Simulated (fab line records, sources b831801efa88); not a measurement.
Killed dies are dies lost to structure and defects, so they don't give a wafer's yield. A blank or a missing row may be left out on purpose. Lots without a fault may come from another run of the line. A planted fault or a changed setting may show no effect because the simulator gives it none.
fab line records | flow sky130 | part 2 of 2: steps 44 to 44 of 44
record lots=6 wafers=18 last_day=48
route steps=708 shown SONOS_TUNNEL@160 SONOS_ONO@168 GATE_OXIDE@187 PAD_OPEN@708
lots that met no fault: from a run of the same line without faults
start_h: hours from the record's first day to the start of the lot's first wafer shown | wait_h: hours since the lot's step before | " the same as in the row above | L1.1+2: a row that stands for several wafers | - no value, or no start given | * or withheld: withheld | < > ~ a bound
route shown NAME@n: a module of which the file shows steps, and the number in the route of the first | usual: mean/standard deviation of fault-free wafers | same: alike in all rows | chamber/n: place in a boat | sites: the reading at each site | _std_site: their standard deviation | _edge_site: outer sites' mean less inner sites' | radius_mm: how far each site lies from the wafer's centre | mask NAME#n: copy n | behind: the tool/chamber that last shaped the wafer | hold: why the lot was held/for how many hours/how that ended | device: the transistor (n, p or np) that didn't switch | end of line: the same wafers' tests at the end of the route | a step without rows: its recipe alone | killed: dies lost to structure and defects at the first sort, not the wafer's yield | map: a wafer's dies, x killed, . not, _ none there
set.NAME: the setting as run; set.NAME@STEP: as run at that earlier step | model.NAME: the simulator's own value behind a step, which no gauge read
lots at some steps of the route; a table a step, a row a wafer
services: from which hour (start_h, from the record's first day; less than 0 if before it) a tool's chamber was out of use, for how many hours, and why
## steps
# step SKY_PAD_OPEN_PROBE_99
# usual killed_at_M0_to_M3=43/6.8 killed_at_M4_up=3.2/1.8 killed_at_contacts=24/5.2 killed_at_front_end=15/4.2 killed_at_other=0.4/0.62 killed_dies=85/8.7 killed_open=46/6.7 killed_short=39/5.9
# same gross_dies=492 killed_at_back_side=0
# columns lot.wafer tool chamber start_h wait_h killed_at_M0_to_M3 killed_at_M4_up killed_at_contacts killed_at_front_end killed_at_other killed_dies killed_open killed_short model.etest.cap_ono.gate_log10_a_cm2 model.etest.cap_ono.gate_bv_v model.etest.cap_ono.tox_acc_nm model.etest.sonos_programmed.vt_v model.etest.sonos_baked.vt_v model.etest.sonos_erased.vt_v model.etest.sonos_baked.vt_less_v
L486.2 prober-01 - 1069.87 0.1 54 2 26 15 0 97 51 46 -8.012 16.35 12.95 1.467 0.9531 -2.262 -0.5141
L486.3 prober-01 - 1069.92 0.2 33 2 45 10 0 90 43 47 -7.949 16.58 12.89 1.456 0.9324 -2.276 -0.5234
L486.4 prober-01 - 1069.97 0.2 46 1 28 10 0 85 51 33 -7.86 16.13 12.83 1.506 0.9948 -2.336 -0.5116
L487.1 prober-02 - 1078.96 0.1 58 4 20 7 0 89 52 37 -8.099 16.44 13.01 1.368 0.9018 -2.273 -0.4662
L487.2 prober-02 - 1079.01 0.1 38 0 30 12 0 80 37 43 -8.099 16.61 13.06 1.395 0.894 -2.291 -0.5006
L487.4 prober-02 - 1079.11 0.2 30 1 25 17 0 73 38 35 -8.122 16.46 12.93 1.424 0.9577 -2.265 -0.4661
L488.3 prober-01 - 1082.37 0.2 41 1 31 15 0 88 50 38 -7.904 16.61 12.86 1.482 0.926 -2.323 -0.5564
L488.5 prober-01 - 1082.47 0.2 46 3 17 21 0 87 48 39 -7.964 16.36 12.89 1.454 0.9336 -2.291 -0.5208
L488.6 prober-01 - 1082.52 0.2 33 2 20 10 0 65 34 30 -8.119 16.45 13.02 1.365 0.9008 -2.255 -0.4645
L490.1 prober-02 - 1091.49 0.1 46 9 16 20 1 92 45 47 -8.229 16.47 13.11 1.378 0.882 -2.165 -0.4964
L490.4 prober-02 - 1091.64 0.2 26 5 26 12 1 70 34 36 -8.221 16.88 13.02 1.378 0.8911 -2.243 -0.4867
L490.6 prober-02 - 1091.74 0.2 52 7 26 18 0 103 48 55 -8.042 16.97 12.99 1.424 0.9551 -2.197 -0.4689
L500.1 prober-02 - 1154.46 0.1 30 5 20 21 0 76 40 36 -7.421 16 12.51 1.629 1.143 -2.411 -0.4861
L500.3 prober-02 - 1154.56 0.2 36 1 22 7 2 68 39 27 -7.542 15.79 12.63 1.571 1.07 -2.392 -0.5009
L500.6 prober-02 - 1154.71 0.2 39 3 23 19 1 85 46 38 -7.552 15.89 12.54 1.6 1.125 -2.38 -0.4748
L501.1 prober-01 - 1162.77 0.1 43 4 19 12 0 78 45 33 -7.314 15.97 12.43 1.69 1.123 -2.435 -0.5676
L501.2 prober-01 - 1162.82 0.1 52 4 20 14 0 90 45 45 -7.452 15.52 12.5 1.657 1.125 -2.368 -0.5314
L501.5 prober-01 - 1162.97 0.2 43 1 18 18 0 80 48 32 -7.287 15.81 12.43 1.665 1.069 -2.429 -0.5963
# killed by level:class
L486.2 VIA1:geometric_particle:open=15 CONTACT:geometric_particle:open=10 METAL1:geometric_particle:short=7 VIA1:geometric_particle:short=7 LOCAL_INTERCONNECT:geometric_particle:short=6 VIA2:geometric_particle:open=5 METAL2:geometric_particle:short=5 VIA3:geometric_particle:open=4
L486.3 CONTACT:geometric_particle:open=14 LI_CONTACT:geometric_particle:open=12 CONTACT:geometric_particle:short=8 VIA3:geometric_particle:short=7 LI_CONTACT:geometric_particle:short=5 LOCAL_INTERCONNECT:geometric_particle:short=5 METAL1:geometric_particle:short=5 VIA1:geometric_particle:short=5
L486.4 VIA1:geometric_particle:open=14 CONTACT:geometric_particle:open=8 LI_CONTACT:geometric_particle:open=7 CONTACT:geometric_particle:short=5 VIA3:geometric_particle:open=5 LI_CONTACT:geometric_particle:short=4 METAL2:geometric_particle:open=4 VIA3:geometric_particle:short=4
L487.1 VIA1:geometric_particle:open=13 CONTACT:geometric_particle:open=8 METAL2:geometric_particle:short=8 VIA3:geometric_particle:open=8 VIA1:geometric_particle:short=7 VIA2:geometric_particle:open=6 VIA3:geometric_particle:short=5 LI_CONTACT:geometric_particle:open=4
L487.2 CONTACT:geometric_particle:open=10 CONTACT:geometric_particle:short=9 VIA1:geometric_particle:open=9 VIA1:geometric_particle:short=7 METAL2:geometric_particle:short=5 LOCAL_INTERCONNECT:geometric_particle:short=4 POLY_GATE:geometric_particle:open=4 VIA2:geometric_particle:short=4
L487.4 CONTACT:geometric_particle:open=11 VIA1:geometric_particle:open=7 FIELD_ISO:geometric_particle:open=6 LI_CONTACT:geometric_particle:open=6 VIA1:geometric_particle:short=5 METAL1:geometric_particle:short=4 VIA3:geometric_particle:open=4 FIELD_ISO:geometric_particle:short=3
L488.3 CONTACT:geometric_particle:open=16 VIA1:geometric_particle:open=7 METAL1:geometric_particle:short=6 METAL2:geometric_particle:short=6 VIA3:geometric_particle:open=6 POLY_GATE:geometric_particle:short=5 POLY_GATE:geometric_particle:open=5 VIA2:geometric_particle:open=5
L488.5 VIA3:geometric_particle:open=11 VIA2:geometric_particle:open=9 CONTACT:geometric_particle:open=9 FIELD_ISO:geometric_particle:short=7 VIA1:geometric_particle:short=7 VIA1:geometric_particle:open=6 POLY_GATE:geometric_particle:short=5 METAL1:geometric_particle:short=4
L488.6 VIA1:geometric_particle:open=8 METAL1:geometric_particle:short=6 FIELD_ISO:geometric_particle:open=5 CONTACT:geometric_particle:open=5 VIA3:geometric_particle:open=5 LI_CONTACT:geometric_particle:open=4 LOCAL_INTERCONNECT:geometric_particle:short=4 METAL2:geometric_particle:short=4
L490.1 VIA3:geometric_particle:open=8 VIA1:geometric_particle:short=7 CONTACT:geometric_particle:open=7 VIA1:geometric_particle:open=7 METAL4:geometric_particle:short=7 POLY_GATE:geometric_particle:open=6 METAL1:geometric_particle:short=6 FIELD_ISO:geometric_particle:open=5
L490.4 CONTACT:geometric_particle:short=9 CONTACT:geometric_particle:open=6 FIELD_ISO:geometric_particle:open=4 FIELD_ISO:geometric_particle:short=4 VIA1:geometric_particle:open=4 LI_CONTACT:geometric_particle:open=4 VIA2:geometric_particle:open=4 LI_CONTACT:geometric_particle:short=3
L490.6 METAL2:geometric_particle:short=11 CONTACT:geometric_particle:open=10 VIA1:geometric_particle:open=8 VIA2:geometric_particle:open=7 VIA3:geometric_particle:open=7 CONTACT:geometric_particle:short=6 VIA1:geometric_particle:short=6 METAL4:geometric_particle:short=6
L500.1 VIA1:geometric_particle:short=8 FIELD_ISO:geometric_particle:open=7 LI_CONTACT:geometric_particle:open=7 CONTACT:geometric_particle:open=7 VIA1:geometric_particle:open=7 VIA2:geometric_particle:open=4 FIELD_ISO:geometric_particle:short=3 POLY_CUT:geometric_particle:short=3
L500.3 LI_CONTACT:geometric_particle:open=9 VIA1:geometric_particle:open=9 VIA2:geometric_particle:open=8 CONTACT:geometric_particle:open=6 CONTACT:geometric_particle:short=4 POLY_GATE:geometric_particle:short=3 VIA1:geometric_particle:short=3 METAL2:geometric_particle:short=3
L500.6 VIA1:geometric_particle:open=8 FIELD_ISO:geometric_particle:open=6 LI_CONTACT:geometric_particle:open=6 CONTACT:geometric_particle:open=6 VIA2:geometric_particle:open=6 LI_CONTACT:geometric_particle:short=5 METAL1:geometric_particle:open=5 VIA1:geometric_particle:short=5
L501.1 VIA1:geometric_particle:open=10 CONTACT:geometric_particle:short=8 VIA3:geometric_particle:open=8 CONTACT:geometric_particle:open=7 METAL2:geometric_particle:short=6 VIA2:geometric_particle:open=5 VIA1:geometric_particle:short=4 FIELD_ISO:geometric_particle:short=3
L501.2 METAL2:geometric_particle:short=11 VIA1:geometric_particle:short=10 VIA1:geometric_particle:open=10 LI_CONTACT:geometric_particle:open=6 FIELD_ISO:geometric_particle:open=5 CONTACT:geometric_particle:open=5 METAL1:geometric_particle:short=4 METAL2:geometric_particle:open=4
L501.5 VIA1:geometric_particle:open=9 VIA3:geometric_particle:open=8 LI_CONTACT:geometric_particle:open=8 CONTACT:geometric_particle:open=6 VIA3:geometric_particle:short=5 FIELD_ISO:geometric_particle:open=4 VIA2:geometric_particle:short=4 FIELD_ISO:geometric_particle:short=3
## services
# columns tool chamber start_h hours kind
rie_diel-02 - 249.38 3.1 repair
plasma_asher-01 - 284.15 28.1 pm
rie_diel-03 - 286.21 14.6 pm
rie_diel-03 0 302.67 - clean
rie_diel-03 0 302.67 15.3 scheduled_down
rie_diel-03 - 307.00 1.7 repair
rie_diel-03 3 307.06 9.5 repair
plasma_asher-04 - 309.93 2.8 pm
rie_diel-03 2 322.48 11.3 repair
rie_diel-03 - 328.23 0.8 repair
plasma_asher-02 - 337.13 1.2 repair
plasma_asher-01 - 359.54 2.6 repair
plasma_asher-01 - 366.70 0.4 repair
rie_diel-03 1 373.79 9.5 repair
wet_bench-04 - 381.29 0.7 repair
rie_diel-01 0 391.64 1.3 repair
plasma_asher-01 - 407.28 2.8 pm
rie_diel-02 2 412.46 8.1 repair
plasma_asher-03 - 421.28 9.0 pm
plasma_asher-03 0 421.28 9.0 vent_cycle
plasma_asher-03 1 421.28 9.0 vent_cycle
plasma_asher-03 0 430.28 - clean
plasma_asher-03 1 430.28 - clean
rie_diel-02 3 436.49 1.3 repair
## key
first_sign step=SKY_SONOS_ONO_THK_MEAS_05 reading=SONOS_ONO_CVD_04_THK direction=down sigmas=5.7 usual=5.72 struck=5.21
effect none on later readings
model_effect step=SKY_SONOS_ONO_CVD_04 value=SiO2_of_SONOS_ONO_CVD_04.thk_nm without=5.704 struck=5.196
model_effect step=SKY_GATE_OXIDE_CLEAN_15 value=SiO2_of_SONOS_ONO_CVD_04.thk_nm without=4.197 struck=3.689
model_effect step=SKY_PAD_OPEN_PROBE_99 value=etest.cap_ono.gate_log10_a_cm2 without=-8.084 struck=-7.428
met_at SKY_SONOS_ONO_CVD_04
struck_wafers L500.1,L500.3,L500.6,L501.1,L501.2,L501.5
tester_left_out L500,L501
onset_between 278.17 371.72
also_fits time
fault kind=process_parameter_drift tool=lpcvd-03 chamber=- onset_h=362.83 steps=SKY_SONOS_ONO_CVD_04 channel=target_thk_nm offset=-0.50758 shape=step end_h=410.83 stated=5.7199
# tester_left_out: of these lots the tester's yield and bins aren't shown, on N5 and GAA mostly nor the transistor test; their killed dies are dies lost to structure and defects alone, not to doping, threshold or leakage, so they don't give the yield
